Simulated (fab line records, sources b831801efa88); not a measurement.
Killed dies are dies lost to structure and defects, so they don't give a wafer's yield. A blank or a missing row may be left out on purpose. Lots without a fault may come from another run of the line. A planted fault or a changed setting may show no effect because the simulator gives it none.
Which tool did it? | flow gf180mcu | 12 lots, 34 wafers sampled, at 5 steps of a route of 602

WHAT THE GAUGES READ, wafer by wafer
GF_V5_BOW_MEAS_05.
lot  | measured     | on            | V5_BOW (um)
L348 | day 26 08:41 | film_metro-01 | 133 114 127
L351 | day 27 03:53 | film_metro-03 | 138 139 142
L355 | day 28 18:22 | film_metro-03 | 152 137
L357 | day 29 02:21 | film_metro-01 | 142 135
L363 | day 31 09:19 | film_metro-03 | 135 151 135
L364 | day 31 10:58 | film_metro-02 | 119 117 116
L365 | day 31 21:14 | film_metro-01 | 141 130 139
L366 | day 32 00:02 | film_metro-01 | 126 127 131
L368 | day 32 10:18 | film_metro-02 | 130 128 143
L369 | day 32 16:43 | film_metro-03 | 125 130 117
L370 | day 32 19:40 | film_metro-01 | 117 122 117
L371 | day 33 02:40 | film_metro-01 | 136 134 141

WHICH TOOL RAN EACH LOT (tool, then ch and the chambers of the sampled wafers, then the start)
lot  | GF_V4_CVD_02                    | GF_MIM_SPUTTER_01            | GF_M5_ETCH_09                      | GF_M5_STRIP_11
L348 | pecvd-04 ch 1,2, day 23 12:25   | pvd_sputter-03, day 24 12:52 | rie_diel-01 ch 0,1,2, day 26 07:20 | plasma_asher-02 ch 0,1, day 26 07:29
L351 | pecvd-04 ch 0,2, day 24 09:32   | pvd_sputter-02, day 25 09:09 | rie_diel-01 ch 1,2,3, day 27 02:38 | plasma_asher-03 ch 0,1, day 27 02:47
L355 | pecvd-04 ch 0,2, day 25 23:16   | pvd_sputter-03, day 27 00:09 | rie_diel-01 ch 1,3, day 28 16:35   | plasma_asher-03 ch 0, day 28 16:44
L357 | pecvd-04 ch 1,2, day 26 11:35   | pvd_sputter-02, day 27 09:52 | rie_diel-01 ch 0,1, day 29 01:02   | plasma_asher-03 ch 0,1, day 29 01:13
L363 | pecvd-04 ch 1,2, day 28 21:16   | pvd_sputter-03, day 29 19:09 | rie_diel-01 ch 0,1,2, day 31 07:53 | plasma_asher-03 ch 0,1, day 31 08:11
L364 | pecvd-03 ch 0,1,2, day 28 23:39 | pvd_sputter-02, day 29 21:08 | rie_diel-04 ch 0,2, day 31 09:33   | plasma_asher-02 ch 0,1, day 31 09:52
L365 | pecvd-04 ch 0,1,2, day 29 10:53 | pvd_sputter-03, day 30 08:03 | rie_diel-01 ch 0,2, day 31 19:56   | plasma_asher-03 ch 0,1, day 31 20:05
L366 | pecvd-03 ch 0,1,2, day 29 13:18 | pvd_sputter-02, day 30 10:51 | rie_diel-01 ch 0,1,2, day 31 22:46 | plasma_asher-01 ch 0,1, day 31 22:55
L368 | pecvd-02 ch 1,2, day 30 01:53   | pvd_sputter-03, day 30 21:36 | rie_diel-01 ch 0,2, day 32 08:33   | plasma_asher-01 ch 0,1, day 32 08:42
L369 | pecvd-03 ch 0,1,2, day 30 08:29 | pvd_sputter-02, day 31 05:24 | rie_diel-04 ch 0,1,2, day 32 15:24 | plasma_asher-02 ch 0,1, day 32 15:33
L370 | pecvd-03 ch 1,2, day 30 12:08   | pvd_sputter-01, day 31 08:29 | rie_diel-01 ch 1,3, day 32 18:22   | plasma_asher-03 ch 0,1, day 32 18:34
L371 | pecvd-03 ch 0,1,2, day 30 19:59 | pvd_sputter-03, day 31 15:33 | rie_diel-03 ch 0,2,3, day 33 01:24 | plasma_asher-02 ch 0,1, day 33 01:33
- GF_V4_CVD_02: deposits SiO2 from TEOS, target thk 850 nm, time 94.851 s.
- GF_MIM_SPUTTER_01: material TiN, target thk 30 nm, time 25 s.
- GF_M5_ETCH_09: etches Si3N4 in CF4/O2, target depth 52 nm, time 11.6 s.
- GF_M5_STRIP_11: strips in O2/N2.

WHAT THE TOOLS THEMSELVES READ (means of the sampled wafers that have a number; where no wafer has one, the mark that the record gives instead)
GF_V4_CVD_02.
lot  | tool     | heater_power_w (W)
L348 | pecvd-04 | 572
L351 | pecvd-04 | 623
L355 | pecvd-04 | 544
L357 | pecvd-04 | 616
L363 | pecvd-04 | 636
L364 | pecvd-03 | 667
L365 | pecvd-04 | 543
L366 | pecvd-03 | 708
L368 | pecvd-02 | 583
L369 | pecvd-03 | 647
L370 | pecvd-03 | 649
L371 | pecvd-03 | 710

GF_MIM_SPUTTER_01.
lot  | tool           | cathode_dc_power_W (W) | throttle_valve_pct (%)
L348 | pvd_sputter-03 | 6500.6                 | 30.1
L351 | pvd_sputter-02 | 6498.7                 | 30.5
L355 | pvd_sputter-03 | 6500.4                 | 30.4
L357 | pvd_sputter-02 | 6499.9                 | 30.3
L363 | pvd_sputter-03 | 6500.6                 | 29.9
L364 | pvd_sputter-02 | 6500.7                 | 30.6
L365 | pvd_sputter-03 | 6500.2                 | 29.8
L366 | pvd_sputter-02 | 6499.5                 | 31.2
L368 | pvd_sputter-03 | 6500.1                 | 30.2
L369 | pvd_sputter-02 | 6499.8                 | 29.0
L370 | pvd_sputter-01 | 6498.8                 | 30.4
L371 | pvd_sputter-03 | 6501.2                 | 30.3

GF_M5_ETCH_09.
lot  | tool        | cf4_flow_sccm (sccm) | drypump_motor_current_A (A) | oes_product_au (a.u.) | throttle_valve_pct (%)
L348 | rie_diel-01 | 80.03                | 5.7                         | 0.993                 | 5.971
L351 | rie_diel-01 | 80.03                | 5.9                         | 0.998                 | 5.972
L355 | rie_diel-01 | 79.97                | 5.7                         | 1.174                 | 6.021
L357 | rie_diel-01 | 80.26                | 5.3                         | 1.179                 | 6.014
L363 | rie_diel-01 | 80.00                | 5.7                         | 0.997                 | 5.977
L364 | rie_diel-04 | 80.16                | 5.9                         | 1.011                 | 5.967
L365 | rie_diel-01 | 79.88                | 5.9                         | 1.010                 | 5.968
L366 | rie_diel-01 | 80.27                | 5.7                         | 0.995                 | 5.972
L368 | rie_diel-01 | 80.08                | 6.2                         | 1.001                 | 5.975
L369 | rie_diel-04 | 80.21                | 5.5                         | 1.005                 | 5.964
L370 | rie_diel-01 | 79.95                | 5.4                         | 1.010                 | 5.968
L371 | rie_diel-03 | 80.01                | 5.7                         | 1.004                 | 5.964

GF_M5_STRIP_11.
lot  | tool            | drypump_motor_current_A (A) | heater_power_w (W) | oes_product_au (a.u.) | strip_time_to_endpoint_s (s)
L348 | plasma_asher-02 | 6.2                         | 329                | 0.523                 | 7.07
L351 | plasma_asher-03 | 6.2                         | 366                | 0.525                 | 7.11
L355 | plasma_asher-03 | 5.7                         | 336                | 0.512                 | 6.96
L357 | plasma_asher-03 | 6.0                         | 358                | 0.520                 | 6.92
L363 | plasma_asher-03 | 6.1                         | 363                | 0.526                 | 7.07
L364 | plasma_asher-02 | 6.2                         | 340                | 0.526                 | 7.08
L365 | plasma_asher-03 | 6.0                         | 349                | 0.522                 | 7.04
L366 | plasma_asher-01 | 5.7                         | 328                | 0.519                 | 6.97
L368 | plasma_asher-01 | 5.5                         | 359                | 0.520                 | 7.01
L369 | plasma_asher-02 | 6.2                         | 339                | 0.519                 | 7.00
L370 | plasma_asher-03 | 6.1                         | 363                | 0.522                 | 7.01
L371 | plasma_asher-02 | 6.2                         | 335                | 0.524                 | 7.06

THE ANSWER, worked out from the rows above alone
Rule: what is usual is taken from the lots themselves. Put in order of their means at a reading, lots are off if they are a third of the lots or fewer, leave a main group of 4 or more, and stand apart from it by a gap of 3 or more times the standard deviation of the main group's means; of several such gaps the widest counts. A main group whose means are all the same, to the digits that the tables above print for the reading, isn't used. A lot without any number at a reading at which 4 lots or more have one is off too. The other lots that the step has rows for count as sound. The gauges are gone through in route order, then the tools' own readings, and for those a lot's mean is taken as printed above. The first step at which some lot is off is used, and at that step the reading that is off furthest; a lot without a number counts as furthest.
Off: L355, L357, at GF_M5_ETCH_09 (oes_product_au). The main group: mean 1.002 a.u., standard deviation 0.0063.
A tool fits if, at that step or a process step before it, it ran every lot that is off, and no sound lot after the first of them. None of those tried fits.

WHAT THE SIMULATOR HAD PUT IN
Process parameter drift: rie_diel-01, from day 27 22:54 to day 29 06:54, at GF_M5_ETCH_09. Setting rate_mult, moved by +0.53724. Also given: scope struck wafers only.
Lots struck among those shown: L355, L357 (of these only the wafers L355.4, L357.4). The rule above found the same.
